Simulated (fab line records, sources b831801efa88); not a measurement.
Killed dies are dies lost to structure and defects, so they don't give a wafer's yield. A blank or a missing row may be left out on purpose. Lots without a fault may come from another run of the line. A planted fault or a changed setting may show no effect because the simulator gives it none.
A struck lot beside a sound one | flow gf180mcu | 21 steps out of a route of 602
Sound: wafers L458.2, L458.3, L458.5. Struck: wafers L462.1, L462.2, L462.4. The cause comes at the end.
At each step with rows: each side's tool, then ch and its chambers, then its first start. Under that, the readings that differ: sound wafers | struck wafers | difference of the means | sigmas: that difference in standard deviations of wafers without a fault.
alike: readings whose means differ by less than 2 such deviations, and words and numbers that are the same on both sides. not compared: withheld readings, readings that some wafer has no value for, bounds like >300 that may hide the same value, and numbers for which the record gives no deviation and whose values overlap.
The two part at a step that has a row with sigmas, a row that says differs or no value, or rows on one side only. Numbers that don't overlap but have no deviation are shown without sigmas and don't part them. A reading that every wafer of one side lacks parts them only if that side has two wafers or more.

first, 3 steps without rows for these wafers: GF_LVPWELL_EXPOSE_04 (exposes mask LVPWELL, target cd 600 nm); GF_LVPWELL_PEB_05; GF_LVPWELL_DEVELOP_06 (develop time 60 s).
GF_LVPWELL_OVL_MEAS_07:
  sound on overlay-02, day 4 08:05; struck on overlay-02, day 5 06:56
  alike: LVPWELL_OVL
then, 2 steps without rows for these wafers: GF_LVPWELL_IMPLANT_08; GF_LVPWELL_IMPLANT_09.
GF_LVPWELL_STRIP_10: strips in O2/N2.
  sound on plasma_asher-02 ch 0,1, day 4 08:25; struck on plasma_asher-01 ch 0,1, day 5 07:17
  reading            | sound       | struck      | difference | sigmas
  heater_power_w (W) | 400 415 407 | 327 324 327 | -81        | -2
  alike: drypump_motor_current_A, oes_product_au, strip_time_to_endpoint_s
  not compared: rf_hours_counter_h
GF_LVPWELL_TW_MEAS_11:
  sound on film_metro-01, day 4 08:31; struck on film_metro-01, day 5 07:23
  alike: LVPWELL_TW
then, 4 steps without rows for these wafers: GF_MVSD_DEHYDRATE_00 (time 60 s); GF_MVSD_HMDS_01 (prime time 60 s); GF_MVSD_COAT_02 (resist thk 3030 nm); GF_MVSD_SOFTBAKE_03.
GF_MVSD_EXPOSE_04: exposes mask MVSD, target cd 1000 nm.
  sound on iline_stepper-01 ch 0, day 4 15:50; struck on iline_stepper-01 ch 0, day 5 14:50
  reading | sound                | struck                  | difference | sigmas
  mask    | MVSD#0 MVSD#0 MVSD#0 | MVPSD#0 MVPSD#0 MVPSD#0 | differs    |
then, 2 steps without rows for these wafers: GF_MVSD_PEB_05; GF_MVSD_DEVELOP_06 (develop time 60 s).
GF_MVSD_OVL_MEAS_07:
  sound on overlay-02, day 4 22:35; struck on overlay-01, day 5 22:02
  reading       | sound          | struck | difference                    | sigmas
  MVSD_OVL (nm) | -0.8 -0.1 -2.3 | - - -  | no value on the struck wafers |
then, 2 steps without rows for these wafers: GF_MVSD_IMPLANT_08; GF_MVSD_IMPLANT_09.
GF_MVSD_STRIP_10: strips in O2/N2.
  sound on plasma_asher-03 ch 0,1, day 4 22:55; struck on plasma_asher-02 ch 0,1, day 5 22:22
  reading            | sound       | struck      | difference | sigmas
  heater_power_w (W) | 322 315 307 | 397 422 412 | +96        | +2
  alike: drypump_motor_current_A, oes_product_au, strip_time_to_endpoint_s
  not compared: rf_hours_counter_h
GF_MVSD_TW_MEAS_11:
  sound on film_metro-01, day 4 23:01; struck on film_metro-01, day 5 22:41
  reading | sound          | struck   | difference | sigmas
  MVSD_TW | 1575 1582 1577 | 30 30 30 | -1548      | -99 or more
  not compared: hold
then, 1 step without rows for these wafers: GF_PASSIVATION_PROBE_99.

WHERE THEY PART
First at GF_LVPWELL_STRIP_10; last, within this record, at GF_MVSD_TW_MEAS_11.

WHY: what the simulator had put in
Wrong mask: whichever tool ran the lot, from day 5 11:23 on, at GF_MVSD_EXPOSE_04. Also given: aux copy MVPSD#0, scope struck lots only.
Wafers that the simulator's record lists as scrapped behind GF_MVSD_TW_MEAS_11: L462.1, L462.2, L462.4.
